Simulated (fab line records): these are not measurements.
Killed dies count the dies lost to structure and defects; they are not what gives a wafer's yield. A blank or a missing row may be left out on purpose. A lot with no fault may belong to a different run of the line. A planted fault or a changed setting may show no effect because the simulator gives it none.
Which of the tools did it?    flow gf180mcu    13 lots, 39 wafers sampled, at 5 steps of a route of 602

WHAT THE GAUGES SHOWED, per wafer
GF_VT_IMPLANT_OVL_MEAS_18. Usual: for VT_IMPLANT_01_OVL the level is 0.1 nm and the standard deviation is 1.3.
lot   measured      on          VT_IMPLANT_01_OVL (nm)  flag
L169  day 6 04:13   overlay-02  -0.2 -1.2 0.4           
L171  day 6 16:28   overlay-02  -0.4 -0.7 1.6           
L173  day 7 05:16   overlay-02  0.8 0.9 1.2             
L175  day 7 18:56   overlay-01  3.1 3.0 3.3             
L179  day 9 00:56   overlay-01  -1.4 -0.3 -1.6          
L180  day 9 12:31   overlay-02  1.4 2.3 1.3             
L181  day 9 22:34   overlay-01  1.4 0.0 0.5             
L183  day 10 04:18  overlay-02  0.6 0.1 0.5             
L184  day 10 09:47  overlay-02  0.4 0.2 0.7             
L186  day 11 01:31  overlay-01  1.4 0.2 0.6             
L188  day 11 05:42  overlay-01  -2.4 -3.7 -3.1          
L191  day 11 23:58  overlay-01  -0.9 -1.5 -0.2          
L192  day 12 06:30  overlay-01  -0.8 0.7 0.5            

GF_VT_IMPLANT_RS_MEAS_49: the measuring method here is four-point-probe. Usual: for MVPSD_RS the level is 1169.1 ohm/sq and the standard deviation is 2.5.
lot   measured      on             MVPSD_RS (ohm/sq)     flag
L169  day 7 13:48   film_metro-04  1168.8 1167.6 1167.0  
L171  day 8 01:07   film_metro-01  1163.8 1163.5 1163.7  
L173  day 8 15:17   film_metro-01  1169.1 1169.4 1168.2  
L175  day 9 03:55   film_metro-01  1168.4 1168.0 1169.0  
L179  day 10 12:30  film_metro-01  1093.3 1089.0 1093.1  OFF
L180  day 11 00:03  film_metro-01  1092.8 1090.3 1091.5  OFF
L181  day 11 11:40  film_metro-03  1168.1 1170.7 1169.7  
L183  day 11 17:47  film_metro-01  1167.1 1169.2 1167.8  
L184  day 12 00:28  film_metro-04  1169.6 1172.1 1173.4  
L186  day 12 17:16  film_metro-01  1169.5 1169.3 1169.7  
L188  day 12 21:12  film_metro-01  1173.1 1172.1 1172.6  
L191  day 13 16:20  film_metro-01  1168.3 1165.7 1168.4  
L192  day 14 00:17  film_metro-03  1169.5 1170.2 1167.9  

WHICH TOOL RAN EACH LOT (tool, then ch and the chambers of the sampled wafers, then the start)
lot   GF_DNWELL_STRIP_08                   GF_LVPWELL_STRIP_10                  GF_MVPSD_IMPLANT_09
L169  plasma_asher-01 ch 0,1, day 2 18:49  plasma_asher-03 ch 0,1, day 3 20:14  implanter-02 ch 0, day 4 23:20
L171  plasma_asher-02 ch 0,1, day 3 05:19  plasma_asher-01 ch 0,1, day 4 08:03  implanter-04 ch 0, day 5 10:51
L173  plasma_asher-04 ch 0,1, day 3 15:12  plasma_asher-04 ch 1, day 4 17:48    implanter-02 ch 0, day 5 21:43
L175  plasma_asher-02 ch 0,1, day 4 01:50  plasma_asher-01 ch 0,1, day 5 05:50  implanter-01 ch 0, day 6 11:19
L179  plasma_asher-04 ch 0,1, day 5 03:53  plasma_asher-01 ch 0,1, day 6 09:00  implanter-01 ch 0, day 7 17:05
L180  plasma_asher-02 ch 1, day 5 12:38    plasma_asher-03 ch 0,1, day 6 19:42  implanter-01 ch 0, day 8 03:35
L181  plasma_asher-01 ch 0,1, day 5 19:41  plasma_asher-01 ch 0,1, day 7 03:34  implanter-04 ch 0, day 8 11:25
L183  plasma_asher-01 ch 0, day 6 02:59    plasma_asher-01 ch 0,1, day 7 10:51  implanter-02 ch 0, day 8 18:42
L184  plasma_asher-01 ch 0,1, day 6 06:58  plasma_asher-04 ch 0,1, day 7 14:21  implanter-04 ch 0, day 8 23:35
L186  plasma_asher-02 ch 0,1, day 6 21:02  plasma_asher-03 ch 0,1, day 8 05:26  implanter-02 ch 0, day 9 14:35
L188  plasma_asher-01 ch 0,1, day 7 00:17  plasma_asher-01 ch 0,1, day 8 07:38  implanter-04 ch 0, day 9 17:47
L191  plasma_asher-02 ch 0,1, day 7 16:20  plasma_asher-03 ch 0,1, day 9 00:43  implanter-02 ch 0, day 10 10:38
L192  plasma_asher-04 ch 0,1, day 7 20:53  plasma_asher-03 ch 0,1, day 9 06:07  implanter-02 ch 0, day 10 17:41
- GF_DNWELL_STRIP_08: strips in O2/N2.
- GF_LVPWELL_STRIP_10: strips in O2/N2.
- GF_MVPSD_IMPLANT_09

WHAT THE TOOLS THEMSELVES READ (means of the sampled wafers that have a number; where no wafer has one, the mark that the record gives instead)
GF_DNWELL_STRIP_08. Usual: drypump_motor_current_A 6.1 A, standard deviation 0.62; heater_power_w 352 W, standard deviation 41; oes_product_au 0.708 a.u., standard deviation 0.0044; strip_time_to_endpoint_s 38.06 s, standard deviation 0.09.
lot   tool             drypump_motor_current_A (A)  heater_power_w (W)  oes_product_au (a.u.)  strip_time_to_endpoint_s (s)  flag
L169  plasma_asher-01  6.1                          334                 0.707                  38.05                         
L171  plasma_asher-02  6.2                          390                 0.709                  37.99                         
L173  plasma_asher-04  6.2                          317                 0.706                  38.13                         
L175  plasma_asher-02  6.2                          396                 0.711                  38.22                         
L179  plasma_asher-04  6.2                          320                 0.708                  38.10                         
L180  plasma_asher-02  6.6                          404                 0.709                  38.09                         
L181  plasma_asher-01  6.1                          340                 0.706                  38.02                         
L183  plasma_asher-01  4.7                          303                 0.707                  38.06                         
L184  plasma_asher-01  5.4                          323                 0.704                  38.08                         
L186  plasma_asher-02  6.4                          402                 0.710                  38.00                         
L188  plasma_asher-01  5.4                          318                 0.708                  38.13                         
L191  plasma_asher-02  6.2                          396                 0.714                  37.98                         
L192  plasma_asher-04  6.2                          323                 0.705                  37.98                         

GF_LVPWELL_STRIP_10. Usual: drypump_motor_current_A 5.8 A, standard deviation 0.72; heater_power_w 334 W, standard deviation 23; oes_product_au 0.722 a.u., standard deviation 0.0049; strip_time_to_endpoint_s 36.93 s, standard deviation 0.095.
lot   tool             drypump_motor_current_A (A)  heater_power_w (W)  oes_product_au (a.u.)  strip_time_to_endpoint_s (s)  flag
L169  plasma_asher-03  5.8                          338                 0.721                  37.01                         
L171  plasma_asher-01  6.1                          343                 0.721                  36.94                         
L173  plasma_asher-04  6.2                          328                 0.718                  36.85                         
L175  plasma_asher-01  6.1                          350                 0.720                  36.96                         
L179  plasma_asher-01  5.4                          325                 0.721                  36.94                         
L180  plasma_asher-03  5.8                          334                 0.722                  36.72                         
L181  plasma_asher-01  5.4                          328                 0.721                  36.88                         
L183  plasma_asher-01  5.4                          327                 0.720                  36.99                         
L184  plasma_asher-04  6.2                          315                 0.718                  36.81                         
L186  plasma_asher-03  5.8                          341                 0.721                  36.91                         
L188  plasma_asher-01  5.4                          323                 0.719                  36.92                         
L191  plasma_asher-03  5.5                          351                 0.720                  36.89                         
L192  plasma_asher-03  5.8                          337                 0.726                  36.88                         

GF_MVPSD_IMPLANT_09. Usual: dose_ions_cm2 5e+12, standard deviation 5.5e+09; faraday_current_uA 28.2, standard deviation 0.56.
lot   tool          dose_ions_cm2  faraday_current_uA  flag
L169  implanter-02  5e+12          27.4                
L171  implanter-04  5e+12          28.1                
L173  implanter-02  5e+12          27.8                
L175  implanter-01  5e+12          27.9                
L179  implanter-01  7e+12          38.9                OFF
L180  implanter-01  7e+12          39.4                OFF
L181  implanter-04  5e+12          28.0                
L183  implanter-02  5e+12          27.8                
L184  implanter-04  5e+12          28.3                
L186  implanter-02  5e+12          28.6                
L188  implanter-04  5e+12          28.0                
L191  implanter-02  5e+12          28.5                
L192  implanter-02  5e+12          28.0                

THE ANSWER, worked out from the rows above alone
Rule: a lot counts as off when the mean over its wafers that have a number is more than 3 standard deviations away from the usual mean. Also off: a lot with no number at a reading for which 4 or more lots have one. All remaining lots with rows at the step are treated as sound. First the gauges in route order, then the tools' own readings, where a lot's mean is used as printed above. At the first step where some lot is off, the reading lying furthest off is the one used; lots without a number count as furthest.
Off: L179, L180, seen at GF_VT_IMPLANT_RS_MEAS_49 (MVPSD_RS).
If a tool, at a process step before that reading, ran all the lots that are off and no sound lot after the first of them, it fits. The gauges at GF_VT_IMPLANT_RS_MEAS_49 aren't tried: what is off there is off at GF_MVPSD_IMPLANT_09 too, on other tools, and a gauge's error can't cause that. One candidate fits, namely implanter-01 at GF_MVPSD_IMPLANT_09. Its last sound lot is L175 (day 6 11:19), its first lot that is off L179 (day 7 17:05): a fault that began between those two fits.
The tool's own readings at GF_MVPSD_IMPLANT_09 bear it out: on the lots that are off they differ by more than 5 times the standard deviation of the sound lots' means. dose_ions_cm2 reads 7e+12 there against 5e+12 on the sound lots; faraday_current_uA reads 39.1 there against 28.0 on the sound lots.

WHAT HAD BEEN PUT IN BY THE SIMULATOR
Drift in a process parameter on implanter-01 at GF_MVPSD_IMPLANT_09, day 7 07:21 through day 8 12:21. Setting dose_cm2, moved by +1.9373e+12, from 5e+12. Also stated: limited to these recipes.
Shown lots that were struck: L179, L180. The same result came from the rule above.
